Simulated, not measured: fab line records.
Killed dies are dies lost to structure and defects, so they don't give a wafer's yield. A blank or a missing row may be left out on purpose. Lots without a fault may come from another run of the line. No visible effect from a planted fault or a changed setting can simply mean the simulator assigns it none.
fab line records    flow gf180mcu
[record] lots = 6  wafers = 18  last-day = 30
route steps=602 shown M1@316
lots that met no fault: taken from a fault-free run of the same line
start-h: hours from the record's first day to the start of the lot's first wafer shown    wait-h: hours since the lot's step before    " unchanged from the row above    L1.1+2: one row covering several wafers at once    - no value, or no start was given    * or withheld: withheld    < > ~ a bound
route shown NAME@n: a module of which the file shows steps, and the number in the route of the first    usual: average and standard deviation across the fault-free wafers    same: alike in all rows    chamber/n: place in a boat    sites: per-site readings    _std_site: the standard deviation of these    _edge_site: outer sites' mean less inner sites'    radius-mm: for every site, how far away it sits from the centre of the wafer    mask NAME#n: copy n    behind: the most recent tool/chamber to have shaped the wafer    hold: cause of the lot's hold/its duration in hours/its outcome    device: the transistor (n, p or np) that didn't switch    end of line: at the end of the route, the tests of the same wafers    step lacking rows: just its recipe    killed: count of dies lost to structure and defects at first sort (not the wafer's yield)    map: the dies of a wafer, with x for killed, . for not killed, _ for no die there
set.NAME: the setting the step ran with; set.NAME@STEP: the setting that earlier step ran with    model.NAME: the simulator's own value behind a step, which no gauge read
certain route steps with their lots: each step a table, each wafer a row
services: a tool's chamber out of use, with start hour (start-h, from the record's first day; less than 0 if before it), hours out, and reason
[[steps]]
[step GF_M1_SPUTTER_01]
[recipe] material = TiN  target-thk-nm = 30  power-w = 6500  time-s = 25  chamber-pressure-pa = 0.4
[usual] cathode-dc-power-W = 6500.0/1.3  throttle-valve-pct = 30.2/0.71
lot.wafer  tool            chamber  start-h  wait-h  cathode-dc-power-W  throttle-valve-pct
L144.1     pvd-sputter-03  -        368.38   0.1     6498.9              29.5
L144.3     "               -        "        "       6500.1              30.4
L144.6     "               -        "        "       6498.7              31.3
L145.3     pvd-sputter-01  -        378.40   0.1     6501.9              29.0
L145.4     "               -        "        "       6499.0              30.4
L145.5     "               -        "        "       6501.9              29.1
L147.1     pvd-sputter-01  -        394.72   0.1     6500.3              29.0
L147.4     "               -        "        "       6500.9              30.6
L147.5     "               -        "        "       6500.2              30.2
L149.1     pvd-sputter-01  -        405.80   0.1     6501.4              30.4
L149.2     "               -        "        "       6501.3              30.6
L149.3     "               -        "        "       6500.1              29.2
L164.2     pvd-sputter-04  -        533.60   0.1     6501.7              29.8
L164.4     "               -        "        "       6500.4              30.8
L164.5     "               -        "        "       6499.9              29.9
L165.3     pvd-sputter-04  -        544.36   0.1     6500.1              29.8
L165.5     "               -        "        "       6500.9              29.9
L165.6     "               -        "        "       6500.9              29.7
[step GF_M1_SPUTTER_02]
[recipe] material = AlCu  target-thk-nm = 450  power-w = 10600  time-s = 23.9  chamber-pressure-pa = 0.4
[usual] cathode-dc-power-W = 10600/2  throttle-valve-pct = 30.2/0.71
lot.wafer  tool            chamber  start-h  wait-h  cathode-dc-power-W  throttle-valve-pct
L144.1     pvd-sputter-03  -        368.41   0.0     10596               29.8
L144.3     "               -        "        "       10598               30.7
L144.6     "               -        "        "       10599               31.3
L145.3     pvd-sputter-01  -        378.43   0.0     10600               29.0
L145.4     "               -        "        "       10600               30.4
L145.5     "               -        "        "       10596               29.0
L147.1     pvd-sputter-01  -        394.75   0.0     10600               28.8
L147.4     "               -        "        "       10600               30.2
L147.5     "               -        "        "       10599               30.2
L149.1     pvd-sputter-01  -        405.83   0.0     10603               30.2
L149.2     "               -        "        "       10601               30.4
L149.3     "               -        "        "       10602               29.3
L164.2     pvd-sputter-04  -        533.63   0.0     10603               29.8
L164.4     "               -        "        "       10599               30.5
L164.5     "               -        "        "       10600               29.8
L165.3     pvd-sputter-04  -        544.39   0.0     10601               29.9
L165.5     "               -        "        "       10604               29.6
L165.6     "               -        "        "       10602               29.7
[step GF_M1_SPUTTER_03]
[recipe] material = Ti  target-thk-nm = 10  substrate-temp-c = 300  chamber-pressure-pa = 0.3  power-w = 3000  time-s = 6.7
[usual] cathode-dc-power-W = 3000.1/0.58  throttle-valve-pct = 30.2/0.7
lot.wafer  tool            chamber  start-h  wait-h  cathode-dc-power-W  throttle-valve-pct
L144.1     pvd-sputter-03  -        368.44   0.0     2998.9              29.9
L144.3     "               -        "        "       2999.7              30.2
L144.6     "               -        "        "       3000.6              31.3
L145.3     pvd-sputter-01  -        378.46   0.0     2999.5              29.0
L145.4     "               -        "        "       2999.1              30.1
L145.5     "               -        "        "       3000.4              29.0
L147.1     pvd-sputter-01  -        394.78   0.0     2999.5              28.9
L147.4     "               -        "        "       2999.6              30.4
L147.5     "               -        "        "       3000.1              30.3
L149.1     pvd-sputter-01  -        405.86   0.0     2998.6              30.1
L149.2     "               -        "        "       3000.8              30.5
L149.3     "               -        "        "       3000.3              29.1
L164.2     pvd-sputter-04  -        533.66   0.0     2999.3              29.7
L164.4     "               -        "        "       3000.2              30.4
L164.5     "               -        "        "       3000.7              29.8
L165.3     pvd-sputter-04  -        544.42   0.0     2999.5              30.0
L165.5     "               -        "        "       3000.2              30.0
L165.6     "               -        "        "       2999.2              29.8
[step GF_M1_SPUTTER_04]
[recipe] material = TiN  target-thk-nm = 50  power-w = 6500  time-s = 41.7  chamber-pressure-pa = 0.4
[usual] cathode-dc-power-W = 6499.9/1.2  throttle-valve-pct = 30.2/0.72
lot.wafer  tool            chamber  start-h  wait-h  cathode-dc-power-W  throttle-valve-pct
L144.1     pvd-sputter-03  -        368.46   0.0     6500.3              29.6
L144.3     "               -        "        "       6501.2              30.5
L144.6     "               -        "        "       6498.7              31.3
L145.3     pvd-sputter-01  -        378.48   0.0     6499.2              29.0
L145.4     "               -        "        "       6500.2              30.6
L145.5     "               -        "        "       6499.9              29.2
L147.1     pvd-sputter-01  -        394.80   0.0     6500.1              29.0
L147.4     "               -        "        "       6501.0              30.6
L147.5     "               -        "        "       6498.4              30.4
L149.1     pvd-sputter-01  -        405.88   0.0     6500.6              30.3
L149.2     "               -        "        "       6500.5              30.4
L149.3     "               -        "        "       6498.7              28.9
L164.2     pvd-sputter-04  -        533.68   0.0     6501.7              29.7
L164.4     "               -        "        "       6499.9              30.9
L164.5     "               -        "        "       6498.5              30.1
L165.3     pvd-sputter-04  -        544.44   0.0     6499.8              29.7
L165.5     "               -        "        "       6499.1              29.7
L165.6     "               -        "        "       6499.6              29.9
[step GF_M1_RS_MEAS_05]
[recipe] thk-meas-gauge = four-point-probe  reads = TiN_of_M1_SPUTTER_04+Ti_of_M1_SPUTTER_03+AlCu_of_M1_SPUTTER_02+TiN_of_M1_SPUTTER_01+Ti_of_M1_SPUTTER_00
[usual] M1_ALCU_RS = 0.0695/0.00082
lot.wafer  tool           chamber  start-h  wait-h  M1_ALCU_RS[ohm/sq]
L144.1     film-metro-02  -        368.50   0.0     0.0699
L144.3     "              -        "        "       0.0699
L144.6     "              -        "        "       0.0698
L145.3     film-metro-04  -        378.56   0.1     0.0723
L145.4     "              -        "        "       0.0699
L145.5     "              -        "        "       0.0695
L147.1     film-metro-02  -        394.84   0.0     0.0686
L147.4     "              -        "        "       0.0687
L147.5     "              -        "        "       0.0691
L149.1     film-metro-02  -        405.92   0.0     0.0699
L149.2     "              -        "        "       0.0697
L149.3     "              -        "        "       0.0693
L164.2     film-metro-01  -        533.74   0.0     0.0699
L164.4     "              -        "        "       0.0691
L164.5     "              -        "        "       0.0696
L165.3     film-metro-04  -        544.55   0.1     0.0697
L165.5     "              -        "        "       0.0695
L165.6     "              -        "        "       0.0700
[step GF_M1_THK_MEAS_06]
[recipe] thk-meas-gauge = xrf  reads = AlCu_of_M1_SPUTTER_02
[usual] M1_ALCU_THK = 449/5.6
lot.wafer  tool           chamber  start-h  wait-h  M1_ALCU_THK[nm]
L144.1     film-metro-02  -        368.62   0.1     445
L144.3     "              -        "        "       444
L144.6     "              -        "        "       447
L145.3     film-metro-04  -        378.66   0.1     433
L145.4     "              -        "        "       448
L145.5     "              -        "        "       449
L147.1     film-metro-02  -        394.96   0.1     452
L147.4     "              -        "        "       451
L147.5     "              -        "        "       448
L149.1     film-metro-02  -        406.04   0.1     444
L149.2     "              -        "        "       447
L149.3     "              -        "        "       448
L164.2     film-metro-01  -        533.85   0.1     453
L164.4     "              -        "        "       455
L164.5     "              -        "        "       451
L165.3     film-metro-04  -        544.65   0.1     449
L165.5     "              -        "        "       451
L165.6     "              -        "        "       448
[step GF_M1_DEHYDRATE_07]
[recipe] temp-c = 200  time-s = 60
[step GF_M1_HMDS_08]
[recipe] prime-time-s = 60  prime-temp-c = 120
[step GF_M1_COAT_09]
[recipe] resist = KrF  spin-rpm = withheld  resist-thk-nm = 1000
[step GF_M1_SOFTBAKE_10]
[recipe] temp-c = 130  time-s = 60  resist = KrF
[step GF_M1_EXPOSE_11]
[recipe] mask-id = Metal1  target-cd-nm = 230  na = 0.68  source-shape = conventional  sigma-outer = 0.6  dose-mj = 28
[step GF_M1_PEB_12]
[recipe] peb-temp-c = 135  peb-time-s = 90  resist = KrF
[step GF_M1_DEVELOP_13]
[recipe] develop-time-s = 60  dev-temp-c = 21
[usual] chill-plate-temp-C = 22.99/0.1  develop-time-s = 60/0  resist-line-temp-C = 23.00/0.11
lot.wafer  tool            chamber  start-h  wait-h  chill-plate-temp-C  develop-time-s  resist-line-temp-C  model.KrF_of_M1_COAT_09.thk-nm
L144.1     litho-track-02  0        391.10   0.2     22.89               60              23.08               988.1
L144.3     "               0        "        "       23.04               60              23.06               988.3
L144.6     "               0        "        "       22.93               60              23.26               984.6
L145.3     litho-track-01  0        401.24   0.1     22.87               60              23.05               986
L145.4     "               0        "        "       22.87               60              23.08               986.5
L145.5     "               0        "        "       22.93               60              22.94               984.7
L147.1     litho-track-02  0        418.85   0.2     23.13               60              22.91               985
L147.4     "               0        "        "       23.03               60              23.09               981.3
L147.5     "               0        "        "       23.04               60              22.92               981.8
L149.1     litho-track-02  0        429.70   0.2     22.91               60              23.08               992.1
L149.2     "               0        "        "       22.80               60              23.07               988.2
L149.3     "               0        "        "       22.89               60              23.25               989.5
L164.2     litho-track-01  -        555.86   0.2     -                   -               -                   1002
L164.4     "               -        "        "       -                   -               -                   998.7
L164.5     "               -        "        "       -                   -               -                   998.6
L165.3     litho-track-03  -        566.35   0.1     -                   -               -                   996.9
L165.5     "               -        "        "       -                   -               -                   996.1
L165.6     "               -        "        "       -                   -               -                   998.7
[step GF_M1_CD_MEAS_14]
[recipe] target-cd-nm = 230
[usual] cd-nm = 230.5/1.2
lot.wafer  tool       chamber  start-h  wait-h  cd-nm
L144.1     cd-sem-02  -        391.25   0.1     231.5
L144.3     "          -        "        "       232.2
L144.6     "          -        "        "       231.8
L145.3     cd-sem-02  -        401.38   0.1     229.6
L145.4     "          -        "        "       229.8
L145.5     "          -        "        "       230.7
L147.1     cd-sem-02  -        419.00   0.1     229.8
L147.4     "          -        "        "       228.2
L147.5     "          -        "        "       229.7
L149.1     cd-sem-02  -        429.85   0.1     230.6
L149.2     "          -        "        "       230.9
L149.3     "          -        "        "       232.4
L164.2     cd-sem-02  -        556.01   0.1     -
L164.4     "          -        "        "       -
L164.5     "          -        "        "       -
L165.3     cd-sem-02  -        566.49   0.1     -
L165.5     "          -        "        "       -
L165.6     "          -        "        "       -
[[services]]
tool            chamber  start-h  hours  kind
pvd-sputter-03  -        378.29   1.2    repair
pvd-sputter-03  -        393.74   2.6    repair
litho-track-03  -        405.60   -      consumable-replace:filter
pvd-sputter-01  -        415.00   14.4   repair
pvd-sputter-03  0        417.66   -      consumable-replace:kit
pvd-sputter-03  0        417.66   18.0   scheduled-down
pvd-sputter-03  0        417.66   18.0   vent-cycle
pvd-sputter-01  -        417.69   1.0    repair
pvd-sputter-03  -        422.53   14.5   repair
pvd-sputter-04  1        430.63   -      consumable-replace:kit
pvd-sputter-04  1        430.63   18.0   scheduled-down
pvd-sputter-04  1        430.63   18.0   vent-cycle
pvd-sputter-01  -        463.74   5.0    repair
pvd-sputter-03  -        471.36   2.3    repair
pvd-sputter-04  -        491.11   1.5    repair
pvd-sputter-01  0        505.73   -      consumable-replace:kit
pvd-sputter-01  0        505.73   18.0   scheduled-down
pvd-sputter-01  0        505.73   18.0   vent-cycle
[[key]]
[first-sign] step = GF_M1_DEVELOP_13  reading = tool-record  direction = missing
effect none on later readings
[model-effect] step = GF_M1_DEVELOP_13  value = KrF_of_M1_COAT_09.thk-nm  without = 983.5  struck = 998.4
met-at GF_M1_DEVELOP_13
struck-wafers L164.2,L164.4,L164.5,L165.3,L165.5,L165.6
later-rows-left-out L164.2,L164.4,L164.5,L165.3,L165.5,L165.6
sort-left-out L164.2,L164.4,L164.5,L165.3,L165.5,L165.6
onset-between 401.24 555.86
[fault] kind = skipped-step-whole  tool = litho-track-01,litho-track-03  chamber = -  onset-h = 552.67  steps = GF_M1_DEVELOP_13  scope = struck-lots-only
// sort-left-out: the simulated sort isn't trusted on such a fault, so these wafers' sort isn't shown, and their yield isn't known
// later-rows-left-out: the simulator's readings of these wafers behind a module that went badly wrong aren't trusted and aren't shown, but for the sort
